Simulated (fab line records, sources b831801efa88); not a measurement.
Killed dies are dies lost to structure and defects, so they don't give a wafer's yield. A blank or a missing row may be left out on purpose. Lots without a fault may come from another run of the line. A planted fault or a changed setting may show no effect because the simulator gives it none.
One fault seen from 2 desks | flow sky130 | each desk has only its own numbers; what lay behind them comes last

THE METROLOGY DESK
What the gauges read, lot by lot, whatever tool the lot ran on: means of the sampled wafers that have a number. A lot is out of limits, marked OUT, if its mean lies more than 4 standard deviations from the usual mean; the brackets give that distance.
Columns: A = VIA1_OVL at SKY_VIA1_OVL_MEAS_13, usual 3 nm; B = VIA1_W_RS at SKY_VIA1_RS_MEAS_22, usual 0.427 ohm/sq; C = VIA1_W_THK at SKY_VIA1_THK_MEAS_23, usual 273 nm
lot  | first seen here | A  | B     | C
L259 | day 34 05:42    | 0  | 0.431 | 267
L261 | day 34 19:15    | 2  | 0.429 | 275
L268 | day 37 05:01    | 1  | 0.431 | 267
L276 | day 39 21:11    | -4 | 0.426 | 273
L275 | day 40 01:28    | -2 | 0.428 | 268
This desk's finding: nothing out of limits on any of the 5 lots.

THE TOOL OWNER'S DESK: pvd_sputter-03
The tool's own readings at SKY_METAL2_SPUTTER_00 (material Ti, target thk 15 nm, time 10 s): means of the sampled wafers that have a number, for each lot that ran on this tool. A lot is out of limits, marked OUT, if its mean lies more than 4 standard deviations from the usual mean; the brackets give that distance.
Columns: A = cathode_dc_power_W at SKY_METAL2_SPUTTER_00, usual 3000.1 W; B = chamber_pressure_pa at SKY_METAL2_SPUTTER_00, usual 0.4000 Pa; C = throttle_valve_pct at SKY_METAL2_SPUTTER_00, usual 30.6 %
lot  | first seen here | A                | B      | C
L259 | day 34 07:08    | 2999.2           | 0.4001 | 30.6
L268 | day 37 06:22    | 2968.8 (-55) OUT | 0.3999 | 29.6
This desk's finding: out of limits on L268; first on L268, day 37 06:22 (cathode_dc_power_W at SKY_METAL2_SPUTTER_00). In limits: L259.

PUT TOGETHER
The tool owner's desk could have raised an alarm at day 37 06:22, on L268.
The metrology desk saw nothing out of limits.
The metrology desk has L268 on record, within its limits.
Of the lots named, all ran SKY_METAL2_SPUTTER_00 on pvd_sputter-03.

WHAT THE SIMULATOR HAD PUT IN
Process parameter drift: pvd_sputter-03, from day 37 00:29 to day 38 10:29, at SKY_METAL2_SPUTTER_00. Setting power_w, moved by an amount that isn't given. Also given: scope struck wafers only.
Lots struck among those shown: L268.
Hours from the fault's start to each desk's first reading out of limits: the tool owner's desk, 6.
